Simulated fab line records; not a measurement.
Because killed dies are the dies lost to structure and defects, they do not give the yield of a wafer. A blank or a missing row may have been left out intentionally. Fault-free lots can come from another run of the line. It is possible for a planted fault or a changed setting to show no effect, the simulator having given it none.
The same fault as seen by 2 desks    flow gf180mcu    every desk sees just its own numbers, and what lay behind them comes last

## THE METROLOGY DESK
What the gauges read for every lot (on any tool): the sampled wafers with a number, averaged. If a lot's mean is further than 4 standard deviations from the usual mean, the lot is out of limits and carries the mark OUT (the distance appears in the brackets).
Columns: A = HV_LDD_3_TW at GF_HV_LDD_TW_MEAS_38, usual 1438; B = cd nm at GF_HV_LDD_CD_MEAS_46, usual 400.3 nm; C = HV_LDD_03_OVL at GF_HV_LDD_OVL_MEAS_47, usual -1.0 nm
lot   first seen here  A     B      C
L434  day 12 07:23     1436  397.8  -0.5
L441  day 14 09:18     1442  401.2  -0.1
L442  day 14 18:43     1443  398.7  -1.1
L449  day 17 04:38     1447  401.5  -1.4
L453  day 18 10:11     1445  400.6  -0.5
L454  day 18 14:54     1439  401.1  -1.2
This desk's finding: nothing out of limits on any of the 6 lots.

## DESK OF THE TOOL OWNER: implanter-03
GF_HV_LDD_IMPLANT_48, tool's own readings: per-lot mean of the sampled wafers with a number, covering each lot this tool ran. If a lot's mean is further than 4 standard deviations from the usual mean, the lot is out of limits and carries the mark OUT (the distance appears in the brackets).
Columns: A = dose ions cm2 at GF_HV_LDD_IMPLANT_48, usual 3e+13
lot   first seen here  A
L449  day 18 03:32     3e+13
L453  day 19 10:25     3e+13 (+30) OUT
L454  day 19 14:46     3e+13 (+33) OUT
This desk's verdict: out of limits on L453, L454, starting with L453 at day 19 10:25 (dose ions cm2 at GF_HV_LDD_IMPLANT_48). Within limits: L449.

## ALL TOGETHER
An alarm could have come from the tool owner's desk at day 19 10:25, on L453, L454.
Nothing out of limits was seen by the metrology desk.
The metrology desk has L453, L454 on record, within its limits.
Every lot named ran GF_HV_LDD_IMPLANT_48 on implanter-03.

## WHAT WAS PUT IN BY THE SIMULATOR
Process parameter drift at GF_HV_LDD_IMPLANT_48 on implanter-03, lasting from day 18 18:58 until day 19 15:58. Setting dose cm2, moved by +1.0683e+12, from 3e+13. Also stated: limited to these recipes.
Shown lots that were struck: L453, L454.
Each desk's first reading out of limits, in hours after the fault started: the tool owner's desk, 15.
